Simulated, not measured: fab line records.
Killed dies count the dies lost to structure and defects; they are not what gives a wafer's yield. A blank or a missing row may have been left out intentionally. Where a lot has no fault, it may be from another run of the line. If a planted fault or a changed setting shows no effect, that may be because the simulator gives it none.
fab line records -- flow sky130
[record] lots = 10, wafers = 30, last_day = 50
route steps=708 shown METAL3@563 VIA3@589 PAD_OPEN@708
lots untouched by any fault: they come from a run of this same line in which no faults occurred
start_h: the number of hours between the record's first day and the start of the first shown wafer of the lot -- wait_h: hours elapsed since this lot's preceding step -- " same as the row above -- L1.1+2: a single row standing in for several wafers -- - no value, or no start given -- * or withheld: withheld -- < > ~ a bound
route shown NAME@n: names a module that has steps shown in the file, with the first one's number in the route -- usual: the fault-free wafers' mean and standard deviation -- same: alike in all rows -- chamber/n: place in a boat -- sites: readings site by site -- _std_site: standard deviation across them -- _edge_site: inner sites' mean taken away from outer sites' mean -- radius_mm: how far each site lies from the wafer's centre -- mask NAME#n: copy n -- behind: tool/chamber where the wafer was last shaped -- hold: cause of the lot's hold/its duration in hours/its outcome -- device: the n, p or np transistor that did not switch -- end of line: the tests these same wafers got at the end of their route -- a step with no rows: only its recipe -- killed: not the wafer's yield, but the dies lost to structure and defects at the first sort -- map: dies across one wafer; x = killed, . = not, _ = none there
set.NAME: the setting as run; set.NAME@STEP: as run at that earlier step -- model.NAME: the simulator's own value behind a step, which no gauge read
the route's steps for a sample of lots (tables are steps, rows are wafers)
services: the hour from which a tool's chamber was out of use, counted from the record's first day as start_h (under 0 if before that day), plus the number of hours and why
[[steps]]
[step SKY_METAL3_CD_MEAS_13]
[recipe] target_cd_nm = 300
[usual] cd_nm = 299.8/1.5
lot.wafer,tool,chamber,start_h,wait_h,cd_nm
L521.1,cd_sem-02,-,900.82,-,302.9
L521.2,cd_sem-02,-,900.82,-,302.7
L521.3,cd_sem-02,-,900.82,-,303.2
L526.2,cd_sem-02,-,947.54,-,299.5
L526.4,cd_sem-02,-,947.54,-,299.8
L526.6,cd_sem-02,-,947.54,-,298.7
L527.1,cd_sem-02,-,947.87,-,301.4
L527.3,cd_sem-02,-,947.87,-,299.9
L527.4,cd_sem-02,-,947.87,-,301.0
L533.2,cd_sem-02,-,993.94,-,300.3
L533.5,cd_sem-02,-,993.94,-,299.7
L533.6,cd_sem-02,-,993.94,-,299.0
L535.1,cd_sem-01,-,1006.97,-,300.7
L535.3,cd_sem-01,-,1006.97,-,300.8
L535.4,cd_sem-01,-,1006.97,-,298.4
L536.2,cd_sem-01,-,1017.04,-,297.9
L536.3,cd_sem-01,-,1017.04,-,299.3
L536.4,cd_sem-01,-,1017.04,-,298.9
L541.1,cd_sem-02,-,1039.87,-,298.1
L541.2,cd_sem-02,-,1039.87,-,298.0
L541.6,cd_sem-02,-,1039.87,-,298.3
L542.1,cd_sem-01,-,1044.87,-,301.3
L542.2,cd_sem-01,-,1044.87,-,298.2
L542.3,cd_sem-01,-,1044.87,-,299.5
L543.3,cd_sem-01,-,1050.16,-,299.8
L543.4,cd_sem-01,-,1050.16,-,298.7
L543.5,cd_sem-01,-,1050.16,-,299.7
L544.3,cd_sem-01,-,1058.26,-,301.7
L544.4,cd_sem-01,-,1058.26,-,302.3
L544.5,cd_sem-01,-,1058.26,-,302.0
[step SKY_METAL3_METAL_ETCH_18]
[recipe] target_depth_a = 8450, stop_on = SiO2, over_etch_frac = 0.3, time_s = 183.1, chemistry = Cl2/BCl3, resist_sidewall_deg = 88, pressure_mtorr = 10, icp_w = 900, bias_w = 48.5, Cl2_flow_sccm = 60, bcl3_flow_sccm = 30
[usual] chamber_pressure_mTorr = 9.999/0.011, drypump_motor_current_A = 5.3/0.32, mfc_cl2_sccm = 60.00/0.17, oes_product_au = 0.865/0.0056, throttle_valve_pct = 22.264/0.0098
[same] time_s = 183.1
lot.wafer,tool,chamber,start_h,wait_h,chamber_pressure_mTorr,drypump_motor_current_A,mfc_cl2_sccm,oes_product_au,rf_hours_counter_h,throttle_valve_pct
L521.1,rie_metal-03,0,901.12,0.0,10.014,5.1,60.03,0.866,12,22.270
L521.2,rie_metal-03,0,901.12,0.0,10.008,5.1,60.06,0.859,-,22.274
L521.3,rie_metal-03,0,901.12,0.0,9.997,5.2,60.19,0.855,-,22.261
L526.2,rie_metal-03,0,947.82,0.0,9.999,5.1,60.28,0.861,14,22.271
L526.4,rie_metal-03,0,947.82,0.0,9.979,5.2,60.29,0.856,-,22.256
L526.6,rie_metal-03,1,947.82,0.0,10.009,6.0,59.80,0.853,-,22.279
L527.1,rie_metal-01,0,948.17,0.0,9.995,5.3,60.01,0.865,10,22.265
L527.3,rie_metal-01,1,948.17,0.0,9.987,5.2,60.21,0.861,-,22.272
L527.4,rie_metal-01,0,948.17,0.0,10.010,5.3,60.28,0.866,-,22.275
L533.2,rie_metal-03,0,994.26,0.0,9.995,5.2,59.93,0.865,16,22.242
L533.5,rie_metal-03,0,994.26,0.0,9.995,5.1,59.96,0.875,-,22.244
L533.6,rie_metal-03,1,994.26,0.0,9.993,6.0,60.15,0.874,-,22.255
L535.1,rie_metal-03,1,1007.27,0.0,10.005,6.0,60.23,0.863,4,22.251
L535.3,rie_metal-03,1,1007.27,0.0,9.998,6.0,59.99,0.861,-,22.264
L535.4,rie_metal-03,0,1007.27,0.0,9.996,5.2,59.80,0.859,-,22.257
L536.2,rie_metal-01,0,1017.32,0.0,9.997,5.4,59.93,0.874,15,22.257
L536.3,rie_metal-01,1,1017.32,0.0,9.932,5.2,59.98,0.871,-,22.258
L536.4,rie_metal-01,0,1017.32,0.0,10.010,5.4,60.15,0.872,-,22.274
L541.1,rie_metal-01,0,1040.31,0.0,9.989,5.4,60.17,0.861,16,22.269
L541.2,rie_metal-01,1,1040.31,0.0,9.984,5.2,60.07,0.858,20,22.274
L541.6,rie_metal-01,0,1040.31,0.0,10.006,5.4,59.67,0.860,-,22.258
L542.1,rie_metal-04,1,1045.17,0.0,9.989,4.9,59.89,0.868,21,22.240
L542.2,rie_metal-04,1,1045.17,0.0,9.997,4.9,59.49,0.875,-,22.260
L542.3,rie_metal-04,1,1045.17,0.0,9.993,4.9,59.95,0.866,-,22.255
L543.3,rie_metal-03,0,1050.61,0.1,10.009,5.2,59.80,0.854,-,22.255
L543.4,rie_metal-03,1,1050.61,0.1,10.008,6.0,59.98,0.855,-,22.262
L543.5,rie_metal-03,0,1050.61,0.1,10.012,5.2,60.08,0.861,-,22.264
L544.3,rie_metal-04,1,1058.62,0.1,9.998,5.0,59.82,0.852,-,22.270
L544.4,rie_metal-04,0,1058.62,0.1,10.012,5.6,60.35,0.864,-,22.266
L544.5,rie_metal-04,1,1058.62,0.1,9.986,4.9,59.96,0.866,-,22.276
[step SKY_VIA3_STRIP_16]
[recipe] chemistry = O2/N2, power_w = 1400, pressure_mtorr = 1500, platen_temp_c = withheld, o2_flow_sccm = 3000, n2_flow_sccm = 300, overash_fraction = 0.5
[usual] chamber_pressure_mTorr = 1500.0/1.4, drypump_motor_current_A = 5.7/0.47, oes_product_au = 0.402/0.0044, strip_time_to_endpoint_s = 4.131/0.023
lot.wafer,tool,chamber,start_h,wait_h,chamber_pressure_mTorr,drypump_motor_current_A,oes_product_au,rf_hours_counter_h,strip_time_to_endpoint_s
L521.1,plasma_asher-03,0,927.57,0.0,1500.5,5.6,0.402,49,4.139
L521.2,plasma_asher-03,1,927.57,0.0,1498.7,5.2,0.401,49,4.173
L521.3,plasma_asher-03,1,927.57,0.0,1499.9,5.2,0.410,-,4.128
L526.2,plasma_asher-02,0,973.91,0.0,1499.6,5.4,0.405,22,4.144
L526.4,plasma_asher-02,0,973.91,0.0,1499.4,5.4,0.407,-,4.133
L526.6,plasma_asher-02,0,973.91,0.0,1499.8,5.4,0.404,-,4.162
L527.1,plasma_asher-03,1,974.43,0.0,1499.0,5.2,0.404,55,4.118
L527.3,plasma_asher-03,1,974.43,0.0,1503.2,5.1,0.400,-,4.111
L527.4,plasma_asher-03,0,974.43,0.0,1497.7,5.6,0.399,-,4.150
L533.2,plasma_asher-02,0,1018.56,0.0,1500.0,5.4,0.399,26,4.096
L533.5,plasma_asher-02,1,1018.56,0.0,1499.2,6.0,0.400,-,4.116
L533.6,plasma_asher-02,0,1018.56,0.0,1498.2,5.4,0.399,-,4.105
L535.1,plasma_asher-02,0,1032.28,0.0,1498.3,5.4,0.402,28,4.123
L535.3,plasma_asher-02,0,1032.28,0.0,1501.0,5.4,0.392,-,4.120
L535.4,plasma_asher-02,1,1032.28,0.0,1499.0,6.1,0.407,-,4.119
L536.2,plasma_asher-03,1,1041.16,0.0,1500.7,5.1,0.402,61,4.129
L536.3,plasma_asher-03,0,1041.16,0.0,1501.1,5.6,0.412,-,4.112
L536.4,plasma_asher-03,1,1041.16,0.0,1500.0,5.1,0.399,-,4.094
L541.1,plasma_asher-03,1,1064.02,0.0,1499.2,5.1,0.405,64,4.124
L541.2,plasma_asher-03,0,1064.02,0.0,1500.9,5.6,0.400,64,4.107
L541.6,plasma_asher-03,0,1064.02,0.0,1500.0,5.6,0.404,-,4.114
L542.1,plasma_asher-01,0,1069.81,0.0,1498.0,5.3,0.398,92,4.096
L542.2,plasma_asher-01,1,1069.81,0.0,1500.9,6.5,0.404,92,4.151
L542.3,plasma_asher-01,1,1069.81,0.0,1500.0,6.5,0.397,-,4.107
L543.3,plasma_asher-02,0,1073.71,0.1,1501.2,5.4,0.398,-,4.169
L543.4,plasma_asher-02,1,1073.71,0.1,1497.3,6.0,0.407,-,4.163
L543.5,plasma_asher-02,0,1073.71,0.1,1498.4,5.4,0.405,-,4.153
L544.3,plasma_asher-03,1,1081.46,0.1,1498.2,5.1,0.408,-,4.115
L544.4,plasma_asher-03,0,1081.46,0.1,1499.6,5.6,0.407,-,4.107
L544.5,plasma_asher-03,0,1081.46,0.1,1500.9,5.6,0.403,-,4.136
[step SKY_VIA3_CVD_21]
[recipe] material = W, target_thk_nm = 390, time_s = 117.31, temp_c = 400, pressure_torr = 40
[usual] chamber_pressure_Torr = 39.97/0.081, heater_power_w = 884/55
[same] time_s = 117.31
lot.wafer,tool,chamber,start_h,wait_h,chamber_pressure_Torr,heater_power_w
L521.1,cvd_w-01,1,928.23,0.0,40.09,839
L521.2,cvd_w-01,0,928.23,0.0,39.98,846
L521.3,cvd_w-01,0,928.23,0.0,39.98,847
L526.2,cvd_w-02,0,974.61,0.0,39.99,861
L526.4,cvd_w-02,1,974.61,0.0,39.96,988
L526.6,cvd_w-02,0,974.61,0.0,40.02,878
L527.1,cvd_w-02,0,975.08,0.0,40.02,887
L527.3,cvd_w-02,1,975.08,0.0,40.04,967
L527.4,cvd_w-02,0,975.08,0.0,40.05,882
L533.2,cvd_w-02,1,1019.22,0.0,25.16,971
L533.5,cvd_w-02,1,1019.22,0.0,25.22,996
L533.6,cvd_w-02,0,1019.22,0.0,40.03,925
L535.1,cvd_w-02,0,1032.97,0.0,39.95,913
L535.3,cvd_w-02,1,1032.97,0.0,25.00,971
L535.4,cvd_w-02,0,1032.97,0.0,39.91,924
L536.2,cvd_w-02,0,1041.82,0.0,39.90,884
L536.3,cvd_w-02,1,1041.82,0.0,24.95,977
L536.4,cvd_w-02,0,1041.82,0.0,39.79,911
L541.1,cvd_w-01,0,1064.68,0.0,39.86,850
L541.2,cvd_w-01,1,1064.68,0.0,39.96,849
L541.6,cvd_w-01,1,1064.68,0.0,39.88,854
L542.1,cvd_w-01,0,1070.47,0.0,39.88,828
L542.2,cvd_w-01,1,1070.47,0.0,40.17,870
L542.3,cvd_w-01,0,1070.47,0.0,39.90,837
L543.3,cvd_w-01,0,1074.37,0.1,40.02,826
L543.4,cvd_w-01,1,1074.37,0.1,39.89,862
L543.5,cvd_w-01,0,1074.37,0.1,40.01,850
L544.3,cvd_w-01,0,1082.13,0.1,39.96,829
L544.4,cvd_w-01,1,1082.13,0.1,39.86,849
L544.5,cvd_w-01,1,1082.13,0.1,39.86,857
[step SKY_VIA3_RS_MEAS_22]
[recipe] thk_meas_gauge = four-point-probe, reads = W_of_VIA3_CVD_21+TiN_of_VIA3_SPUTTER_20
[usual] VIA3_W_RS = 0.295/0.0033
lot.wafer,tool,chamber,start_h,wait_h,VIA3_W_RS[ohm/sq]
L521.1,film_metro-01,-,928.35,0.1,0.296
L521.2,film_metro-01,-,928.35,0.1,0.292
L521.3,film_metro-01,-,928.35,0.1,0.293
L526.2,film_metro-04,-,974.75,0.1,0.302
L526.4,film_metro-04,-,974.75,0.1,0.295
L526.6,film_metro-04,-,974.75,0.1,0.300
L527.1,film_metro-01,-,975.20,0.1,0.297
L527.3,film_metro-01,-,975.20,0.1,0.291
L527.4,film_metro-01,-,975.20,0.1,0.296
L533.2,film_metro-01,-,1019.36,0.1,0.370
L533.5,film_metro-01,-,1019.36,0.1,0.374
L533.6,film_metro-01,-,1019.36,0.1,0.299
L535.1,film_metro-02,-,1033.09,0.1,0.298
L535.3,film_metro-02,-,1033.09,0.1,0.372
L535.4,film_metro-02,-,1033.09,0.1,0.296
L536.2,film_metro-02,-,1041.96,0.1,0.296
L536.3,film_metro-02,-,1041.96,0.1,0.373
L536.4,film_metro-02,-,1041.96,0.1,0.294
L541.1,film_metro-04,-,1064.80,0.1,0.300
L541.2,film_metro-04,-,1064.80,0.1,0.295
L541.6,film_metro-04,-,1064.80,0.1,0.299
L542.1,film_metro-02,-,1070.59,0.1,0.294
L542.2,film_metro-02,-,1070.59,0.1,0.297
L542.3,film_metro-02,-,1070.59,0.1,0.293
L543.3,film_metro-04,-,1074.50,0.1,0.291
L543.4,film_metro-04,-,1074.50,0.1,0.294
L543.5,film_metro-04,-,1074.50,0.1,0.294
L544.3,film_metro-01,-,1082.25,0.1,0.295
L544.4,film_metro-01,-,1082.25,0.1,0.295
L544.5,film_metro-01,-,1082.25,0.1,0.293
[step SKY_VIA3_THK_MEAS_23]
[recipe] thk_meas_gauge = xrf, reads = W_of_VIA3_CVD_21
[usual] VIA3_W_THK = 414/4.7
lot.wafer,tool,chamber,start_h,wait_h,VIA3_W_THK[nm]
L521.1,film_metro-01,-,928.47,0.1,417
L521.2,film_metro-01,-,928.47,0.1,423
L521.3,film_metro-01,-,928.47,0.1,421
L526.2,film_metro-04,-,974.86,0.1,411
L526.4,film_metro-04,-,974.86,0.1,416
L526.6,film_metro-04,-,974.86,0.1,409
L527.1,film_metro-01,-,975.32,0.1,414
L527.3,film_metro-01,-,975.32,0.1,420
L527.4,film_metro-01,-,975.32,0.1,415
L533.2,film_metro-01,-,1019.47,0.1,326
L533.5,film_metro-01,-,1019.47,0.1,324
L533.6,film_metro-01,-,1019.47,0.1,411
L535.1,film_metro-02,-,1033.21,0.1,405
L535.3,film_metro-02,-,1033.21,0.1,323
L535.4,film_metro-02,-,1033.21,0.1,409
L536.2,film_metro-02,-,1042.07,0.1,410
L536.3,film_metro-02,-,1042.07,0.1,322
L536.4,film_metro-02,-,1042.07,0.1,413
L541.1,film_metro-04,-,1064.92,0.1,413
L541.2,film_metro-04,-,1064.92,0.1,418
L541.6,film_metro-04,-,1064.92,0.1,412
L542.1,film_metro-02,-,1070.71,0.1,409
L542.2,film_metro-02,-,1070.71,0.1,406
L542.3,film_metro-02,-,1070.71,0.1,413
L543.3,film_metro-04,-,1074.60,0.1,421
L543.4,film_metro-04,-,1074.60,0.1,421
L543.5,film_metro-04,-,1074.60,0.1,420
L544.3,film_metro-01,-,1082.35,0.1,412
L544.4,film_metro-01,-,1082.35,0.1,412
L544.5,film_metro-01,-,1082.35,0.1,418
[step SKY_VIA3_CMP_24]
[recipe] stop_on = SiO2, t_overpolish_s = 20, down_force_psi = 3.5, platen_rpm = 60, target_thk_nm = 0, pad_velocity_m_s = 0.94248
[usual] motor_current_A = 11.1/0.86, time_to_endpoint_s = 95/3.3
lot.wafer,tool,chamber,start_h,wait_h,motor_current_A,time_to_endpoint_s
L521.3,cmp-02,0,928.53,0.0,10.1,97
L521.1,cmp-02,1,928.53,0.0,11.6,96
L521.2,cmp-02,3,928.53,0.0,11.0,99
L526.4,cmp-02,3,974.96,0.1,10.5,95
L526.2,cmp-02,0,974.96,0.1,9.3,91
L526.6,cmp-02,3,974.96,0.1,11.2,93
L527.1,cmp-02,3,975.38,0.1,10.3,97
L527.4,cmp-02,1,975.38,0.1,11.1,91
L527.3,cmp-02,2,975.38,0.1,10.8,98
L533.2,cmp-01,3,1019.67,0.2,11.9,74
L533.6,cmp-01,0,1019.67,0.2,11.7,90
L533.5,cmp-01,1,1019.67,0.2,11.6,73
L535.3,cmp-02,1,1033.27,0.0,11.6,72
L535.1,cmp-02,2,1033.27,0.0,10.2,91
L535.4,cmp-02,0,1033.27,0.0,9.2,93
L536.2,cmp-02,3,1042.17,0.1,11.3,93
L536.4,cmp-02,0,1042.17,0.1,9.0,94
L536.3,cmp-02,1,1042.17,0.1,11.5,68
L541.2,cmp-02,1,1064.98,0.0,11.3,91
L541.1,cmp-02,3,1064.98,0.0,11.1,99
L541.6,cmp-02,1,1064.98,0.0,11.4,94
L542.3,cmp-01,1,1070.82,0.1,11.6,96
L542.1,cmp-01,2,1070.82,0.1,11.9,99
L542.2,cmp-01,3,1070.82,0.1,11.4,100
L543.3,cmp-01,2,1074.64,0.0,11.8,97
L543.4,cmp-01,0,1074.64,0.0,11.9,98
L543.5,cmp-01,3,1074.64,0.0,11.4,99
L544.4,cmp-02,0,1082.44,0.1,9.1,97
L544.3,cmp-02,2,1082.44,0.1,10.8,96
L544.5,cmp-02,0,1082.44,0.1,9.3,97
[step SKY_PAD_OPEN_PROBE_99]
[usual] defect_limited_yield = 82.5/1.9, killed_at_M0_to_M3 = 42/7.2, killed_at_M4_up = 3.5/1.8, killed_at_contacts = 25/5.7, killed_at_front_end = 16/4.6, killed_at_other = 0.2/0.41, killed_dies = 86/9.3, killed_open = 47/6.3, killed_short = 39/5.9
[same] gross_dies = 492, killed_at_back_side = 0
lot.wafer,tool,chamber,start_h,wait_h,defect_limited_yield[%],killed_at_M0_to_M3,killed_at_M4_up,killed_at_contacts,killed_at_front_end,killed_at_other,killed_dies,killed_open,killed_short
L526.2,prober-02,-,1114.44,0.1,79.1,47,5,27,23,1,103,57,46
L526.4,prober-02,-,1114.54,0.2,82.5,42,1,21,22,0,86,55,31
L526.6,prober-02,-,1114.64,0.2,82.5,41,3,27,14,1,86,46,40
L533.2,prober-01,-,1152.04,0.1,83.1,43,3,27,10,0,83,47,36
L533.5,prober-01,-,1152.19,0.2,82.5,42,5,19,19,1,86,49,37
L533.6,prober-01,-,1152.24,0.2,81.1,38,5,35,15,0,93,52,41
L536.2,prober-02,-,1169.88,0.1,85.0,24,3,30,17,0,74,45,29
L536.3,prober-02,-,1169.93,0.2,79.1,46,3,35,19,0,103,56,47
L536.4,prober-02,-,1169.98,0.2,78.5,45,3,27,31,0,106,60,46
// killed by level:class
L526.2 VIA1:geometric_particle:open=12 CONTACT:geometric_particle:open=11 VIA1:geometric_particle:short=8 VIA3:geometric_particle:open=8 FIELD_ISO:geometric_particle:open=7 LI_CONTACT:geometric_particle:open=7 CONTACT:geometric_particle:short=6 FIELD_ISO:geometric_particle:short=5
L526.4 VIA1:geometric_particle:open=12 CONTACT:geometric_particle:open=9 VIA3:geometric_particle:open=8 FIELD_ISO:geometric_particle:open=7 LOCAL_INTERCONNECT:geometric_particle:short=7 SPACER:geometric_particle:open=6 METAL1:geometric_particle:short=5 FIELD_ISO:geometric_particle:short=4
L526.6 VIA1:geometric_particle:open=13 CONTACT:geometric_particle:open=9 VIA2:geometric_particle:open=7 FIELD_ISO:geometric_particle:open=6 CONTACT:geometric_particle:short=6 VIA2:geometric_particle:short=6 LI_CONTACT:geometric_particle:short=5 LI_CONTACT:geometric_particle:open=5
L533.2 CONTACT:geometric_particle:open=14 METAL1:geometric_particle:short=7 VIA2:geometric_particle:open=7 VIA3:geometric_particle:open=6 POLY_GATE:geometric_particle:short=4 LI_CONTACT:geometric_particle:open=4 VIA1:geometric_particle:open=4 METAL2:geometric_particle:short=4
L533.5 VIA1:geometric_particle:open=10 VIA3:geometric_particle:open=9 VIA2:geometric_particle:open=7 LOCAL_INTERCONNECT:geometric_particle:short=5 POLY_GATE:geometric_particle:short=5 FIELD_ISO:geometric_particle:open=4 FIELD_ISO:geometric_particle:short=4 LI_CONTACT:geometric_particle:open=4
L533.6 VIA1:geometric_particle:open=13 LI_CONTACT:geometric_particle:open=11 CONTACT:geometric_particle:open=9 LOCAL_INTERCONNECT:geometric_particle:short=5 CONTACT:geometric_particle:short=5 FIELD_ISO:geometric_particle:short=4 POLY_GATE:geometric_particle:short=4 METAL2:geometric_particle:short=4
L536.2 CONTACT:geometric_particle:open=12 LI_CONTACT:geometric_particle:open=8 VIA1:geometric_particle:open=7 LOCAL_INTERCONNECT:geometric_particle:short=5 VIA3:geometric_particle:open=5 POLY_GATE:geometric_particle:open=4 CONTACT:geometric_particle:short=4 FIELD_ISO:geometric_particle:short=3
L536.3 CONTACT:geometric_particle:open=19 VIA1:geometric_particle:open=12 POLY_GATE:geometric_particle:short=7 FIELD_ISO:geometric_particle:short=6 VIA2:geometric_particle:open=6 METAL2:geometric_particle:short=6 CONTACT:geometric_particle:short=6 VIA1:geometric_particle:short=5
L536.4 VIA3:geometric_particle:open=15 CONTACT:geometric_particle:open=10 FIELD_ISO:geometric_particle:short=9 POLY_GATE:geometric_particle:short=8 VIA1:geometric_particle:open=7 VIA2:geometric_particle:open=7 POLY_GATE:geometric_particle:open=6 FIELD_ISO:geometric_particle:open=5
[[services]]
tool,chamber,start_h,hours,kind
rie_metal-01,-,884.14,0.3,repair
plasma_asher-02,-,900.88,0.5,repair
cvd_w-01,-,904.00,14.0,pm
plasma_asher-03,-,905.22,14.6,pm
cmp-01,-,912.00,4.0,pm
cmp-02,-,920.80,0.6,repair
cmp-01,-,937.08,5.6,pm
cmp-02,-,943.39,1.1,repair
plasma_asher-02,-,946.99,15.2,repair
cmp-01,-,955.42,5.7,pm
plasma_asher-02,-,956.72,0.5,repair
cmp-02,-,966.38,3.9,repair
plasma_asher-02,-,978.00,1.7,repair
rie_metal-03,0,982.63,2.7,repair
rie_metal-03,1,984.74,4.0,repair
cmp-02,-,985.58,12.6,repair
cvd_w-02,1,986.77,12.8,repair
cvd_w-01,-,1026.89,6.9,pm
rie_metal-01,0,1033.46,1.9,repair
rie_metal-01,0,1042.65,16.9,repair
cmp-02,-,1057.40,0.6,repair
rie_metal-03,-,1067.22,0.6,repair
plasma_asher-02,-,1075.04,14.6,pm
plasma_asher-03,-,1078.52,2.8,pm
[[key]]
[first_sign] step = SKY_VIA3_CVD_21, reading = chamber_pressure_Torr, direction = down, sigmas = 99+, usual = 39.97, struck = 25.08
[effect] step = SKY_VIA3_RS_MEAS_22, reading = VIA3_W_RS, direction = up, sigmas = 23, usual = 0.295, struck = 0.372
[effect] step = SKY_VIA3_THK_MEAS_23, reading = VIA3_W_THK, direction = down, sigmas = 19, usual = 414, struck = 324
[effect] step = SKY_VIA3_CMP_24, reading = time_to_endpoint_s, direction = down, sigmas = 6.9, usual = *, struck = *
met_at SKY_VIA3_CVD_21
struck_lots L533,L535,L536
struck_wafers L533.2,L533.5,L535.3,L536.3
not_acting_at SKY_METAL3_CD_MEAS_13,SKY_METAL3_METAL_ETCH_18,SKY_VIA3_STRIP_16
onset_between 975.08 1019.22
[fault] kind = process_parameter_drift, tool = cvd_w-02, chamber = 1, onset_h = 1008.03, steps = SKY_VIA3_CVD_21, channel = pressure_torr, offset = -14.886, shape = step, end_h = 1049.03, acts_in = these_recipes_only, stated = 40
